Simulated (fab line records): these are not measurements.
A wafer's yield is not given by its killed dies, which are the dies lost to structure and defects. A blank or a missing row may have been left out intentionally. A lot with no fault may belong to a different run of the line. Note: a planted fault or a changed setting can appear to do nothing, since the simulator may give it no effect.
A struck lot beside a sound one    flow gf180mcu    44 out of 602 route steps
Sound: wafers L885.1, L885.4, L885.6. Struck: wafers L893.1, L893.6 (left out: L893.5, a lot-mate that was not struck); the cause follows at the end.
Per side, at each step with rows, come the tool, then ch with its chambers, and then its first start. Under that, the readings that differ: sound wafers    struck wafers    difference of the means    sigmas: that difference in standard deviations of wafers without a fault.
alike: readings with means less than 2 such deviations apart, plus words and numbers identical on both sides. not compared: withheld readings, readings lacking a value on some wafer, bounds such as >300 that could conceal the same value, and numbers that have no deviation in the record and whose values overlap.
A row with sigmas, a row that says differs or no value, or rows on one side alone: a step with any of these is where the two part. Non-overlapping numbers with no deviation appear without sigmas and do not part them. Lack of a reading on every wafer of one side parts them only where that side has two or more wafers.

first, 2 steps without rows for these wafers: GF_V2_STRIP_19 (strips in post etch residue remover, time 1200 s); GF_V2_CLEAN_20 (cleans in DIW).
GF_V2_SPUTTER_21: material Ti, target thk 15 nm, time 80.02 s.
  sound on pvd_sputter-04 at day 25 00:00; struck on pvd_sputter-01 at day 27 04:48
  alike: throttle_valve_pct
GF_V2_SPUTTER_22: material TiN, target thk 10 nm, time 40 s.
  sound on pvd_sputter-04 at day 25 00:04; struck on pvd_sputter-01 at day 27 04:52
  alike: throttle_valve_pct
GF_V2_CVD_23: deposits W, target thk 350 nm, time 104.94 s.
  sound on cvd_w-02 ch 0,1, day 25 00:06; struck on cvd_w-02 ch 0,1, day 27 04:54
  alike: heater_power_w
GF_V2_RS_MEAS_24: the measuring method here is four-point-probe.
  sound on film_metro-03 at day 25 00:13; struck on film_metro-03 at day 27 05:01
  alike: V2_W_RS
GF_V2_THK_MEAS_25: measures by xrf.
  sound on film_metro-03 at day 25 00:20; struck on film_metro-03 at day 27 05:08
  alike: V2_W_THK
then, 5 steps without rows for these wafers: GF_V2_CMP_26 (polishes, stops on SiO2, t overpolish 15 s, target thk 0 nm); GF_M3_SPUTTER_00 (material Ti, target thk 37.5 nm, time 150 s); GF_M3_SPUTTER_01 (material TiN, target thk 30 nm, time 25 s); GF_M3_SPUTTER_02 (material AlCu, target thk 450 nm, time 23.9 s); GF_M3_SPUTTER_03 (material Ti, target thk 10 nm, time 6.7 s).
GF_M3_SPUTTER_04: material TiN, target thk 50 nm, time 41.7 s.
  sound on pvd_sputter-01 at day 25 00:52; struck on pvd_sputter-01 at day 27 06:10
reading                                 sound              struck       difference  sigmas
model.TiN_of_M3_SPUTTER_04.thk_nm (nm)  50.58 49.57 49.59  36.52 36.45  -13.43      
  alike: throttle_valve_pct
GF_M3_RS_MEAS_05: the measuring method here is four-point-probe.
  sound on film_metro-04 at day 25 00:55; struck on film_metro-04 at day 27 06:12
reading              sound                 struck         difference  sigmas
M3_ALCU_RS (ohm/sq)  0.0706 0.0690 0.0701  0.0684 0.0681  -0.0016     -2
GF_M3_THK_MEAS_06: measures by xrf.
  sound on film_metro-04 at day 25 01:02; struck on film_metro-04 at day 27 06:19
reading           sound        struck   difference  sigmas
M3_ALCU_THK (nm)  444 456 449  474 476  +25         +5
then, 7 steps without rows for these wafers: GF_M3_DEHYDRATE_07 (time 60 s); GF_M3_HMDS_08 (prime time 60 s); GF_M3_COAT_09 (resist thk 1015 nm); GF_M3_SOFTBAKE_10 (time 60 s); GF_M3_EXPOSE_11 (exposes mask Metal3, target cd 280 nm); GF_M3_PEB_12 (peb time 90 s); GF_M3_DEVELOP_13 (develop time 60 s).
GF_M3_CD_MEAS_14: target cd 280 nm.
  sound on cd_sem-02 at day 25 22:30; struck on cd_sem-01 at day 28 02:35
  alike: cd_nm
GF_M3_OVL_MEAS_15:
  sound on overlay-01 at day 25 22:37; struck on overlay-02 at day 28 02:43
  alike: M3_OVL
GF_M3_METAL_ETCH_16: etches the open film in Cl2/BCl3, stops on SiO2, target depth 627.5 nm, time 104.6 s.
  sound on rie_metal-03 ch 0,1, day 25 22:40; struck on rie_metal-03 ch 0,1, day 28 02:45
reading                 sound                 struck         difference  sigmas
throttle_valve_pct (%)  28.235 28.238 28.252  28.265 28.263  +0.022      +2
  alike: bcl3_flow_sccm, bias_w, drypump_motor_current_A, oes_product_au
  not compared: rf_hours_counter_h
then, 4 steps without rows for these wafers: GF_M3_STRIP_17 (strips in O2/N2); GF_M3_STRIP_18 (strips in post etch residue remover, time 1200 s); GF_M3_CLEAN_19 (cleans in DIW); GF_V3_CVD_00 (deposits SiO2, target thk 600 nm, time 100 s).
GF_V3_THK_MEAS_01:
  sound on film_metro-04 at day 25 23:25; struck on film_metro-01 at day 28 03:28
  alike: V3_CVD_00_THK
GF_V3_CVD_02: deposits SiO2 from TEOS, target thk 850 nm, time 94.851 s.
  sound on pecvd-02 ch 0,2, day 25 23:28; struck on pecvd-02 ch 0,1, day 28 03:32
  alike: heater_power_w
GF_V3_THK_MEAS_03:
  sound on film_metro-03 at day 25 23:32; struck on film_metro-04 at day 28 03:36
  alike: V3_CVD_02_THK
then, 1 step without rows for these wafers: GF_V3_CMP_04 (polishes SiO2).
GF_V3_BOW_MEAS_05:
  sound on film_metro-03 at day 25 23:54; struck on film_metro-01 at day 28 03:58
  alike: V3_BOW
then, 8 steps without rows for these wafers: GF_V3_DEHYDRATE_06 (time 60 s); GF_V3_HMDS_07 (prime time 60 s); GF_V3_COAT_08; GF_V3_COAT_09 (resist thk 1000 nm); GF_V3_SOFTBAKE_10 (time 60 s); GF_V3_EXPOSE_11 (exposes mask Via3, target cd 260 nm); GF_V3_PEB_12 (peb time 93.62 s); GF_V3_DEVELOP_13 (develop time 60 s).
GF_V3_STRIP_19: strips in post etch residue remover, time 1200 s.
  sound on wet_bench-01 ch 1, day 26 20:50; struck on wet_bench-02 ch 2, day 28 22:59
reading                                 sound              struck       difference  sigmas
model.TiN_of_M3_SPUTTER_04.thk_nm (nm)  49.74 48.73 48.75  35.69 35.61  -13.42      
following that, these wafers have no rows for 1 step: GF_PASSIVATION_PROBE_99.

== WHERE THEY PART ==
First at GF_M3_RS_MEAS_05; last, within this record, at GF_M3_METAL_ETCH_16. Later steps at which nothing parts them and some readings are alike: GF_V3_THK_MEAS_01, GF_V3_CVD_02, GF_V3_THK_MEAS_03, GF_V3_BOW_MEAS_05.

WHY: whatever the simulator had introduced
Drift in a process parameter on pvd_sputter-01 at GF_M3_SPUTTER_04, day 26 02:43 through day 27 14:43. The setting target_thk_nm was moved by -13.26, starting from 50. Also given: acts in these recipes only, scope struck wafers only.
